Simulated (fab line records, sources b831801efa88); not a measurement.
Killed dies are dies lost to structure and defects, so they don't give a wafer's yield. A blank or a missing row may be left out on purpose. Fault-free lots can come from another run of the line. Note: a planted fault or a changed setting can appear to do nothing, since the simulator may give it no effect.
What tool caused it? | flow gf180mcu | 12 lots, 36 wafers sampled, at 3 steps of a route of 602

WHAT THE GAUGES READ, wafer by wafer
GF_V4_CD_MEAS_14: target cd 260 nm.
lot  | measured     | on        | cd_nm (nm)
L075 | day 24 18:43 | cd_sem-02 | 258.3 258.3 258.2
L077 | day 25 08:25 | cd_sem-01 | 258.7 259.8 258.8
L079 | day 26 03:28 | cd_sem-02 | 258.5 258.9 260.3
L081 | day 26 22:42 | cd_sem-01 | 260.1 259.9 258.9
L083 | day 27 13:00 | cd_sem-01 | 260.5 259.6 260.3
L085 | day 28 01:17 | cd_sem-01 | 261.1 260.2 261.0
L087 | day 28 15:05 | cd_sem-02 | 260.8 262.3 259.8
L090 | day 29 20:26 | cd_sem-02 | 259.3 259.1 259.4
L091 | day 29 23:34 | cd_sem-01 | 259.0 260.4 259.5
L093 | day 30 06:34 | cd_sem-01 | 259.2 259.4 258.5
L095 | day 31 04:23 | cd_sem-02 | 258.3 257.5 259.0
L097 | day 31 18:35 | cd_sem-02 | 261.3 260.4 261.5

WHAT TOOL EACH LOT RAN ON (gives the tool, then ch and the chambers of the sampled wafers, and finally the start)
lot  | GF_V2_CMP_04                  | GF_M4_SPUTTER_04
L075 | cmp-02 ch 1,2,3, day 19 13:58 | pvd_sputter-04, day 22 19:40
L077 | cmp-02 ch 0,2,3, day 20 08:14 | pvd_sputter-04, day 23 12:27
L079 | cmp-01 ch 1,2, day 21 02:44   | pvd_sputter-04, day 24 05:52
L081 | cmp-02 ch 1,3, day 22 02:09   | pvd_sputter-01, day 25 03:17
L083 | cmp-02 ch 0,2,3, day 22 18:38 | pvd_sputter-03, day 25 18:50
L085 | cmp-01 ch 0,2,3, day 23 07:38 | pvd_sputter-03, day 26 06:23
L087 | cmp-02 ch 0,1,2, day 23 22:46 | pvd_sputter-04, day 26 23:06
L090 | cmp-02 ch 2,3, day 25 09:47   | pvd_sputter-03, day 28 05:14
L091 | cmp-02 ch 1,2,3, day 25 13:44 | pvd_sputter-04, day 28 07:29
L093 | cmp-01 ch 1,2, day 25 22:53   | pvd_sputter-04, day 28 16:09
L095 | cmp-01 ch 0,2,3, day 26 22:28 | pvd_sputter-03, day 29 14:34
L097 | cmp-02 ch 0,2, day 27 14:52   | pvd_sputter-03, day 30 05:41
- GF_V2_CMP_04: polishes SiO2.
- GF_M4_SPUTTER_04: material TiN, target thk 50 nm, time 41.7 s.

THE ANSWER, worked out from the rows above alone
Rule: the lots themselves supply what counts as usual. The widest of any qualifying gaps counts: lots, ordered by their means at a reading, are off when they make up no more than a third of the lots, leave a main group of 4 or more, and stand apart from it by 3 or more times the standard deviation of that group's means. A main group is skipped when, at the precision printed for the reading in the tables above, its means are all equal. Also off: a lot with no number at a reading for which 4 or more lots have one. The other lots that the step has rows for count as sound.
No lot is off at any reading shown: from this, nothing can be told.

WHAT HAD BEEN PUT IN BY THE SIMULATOR
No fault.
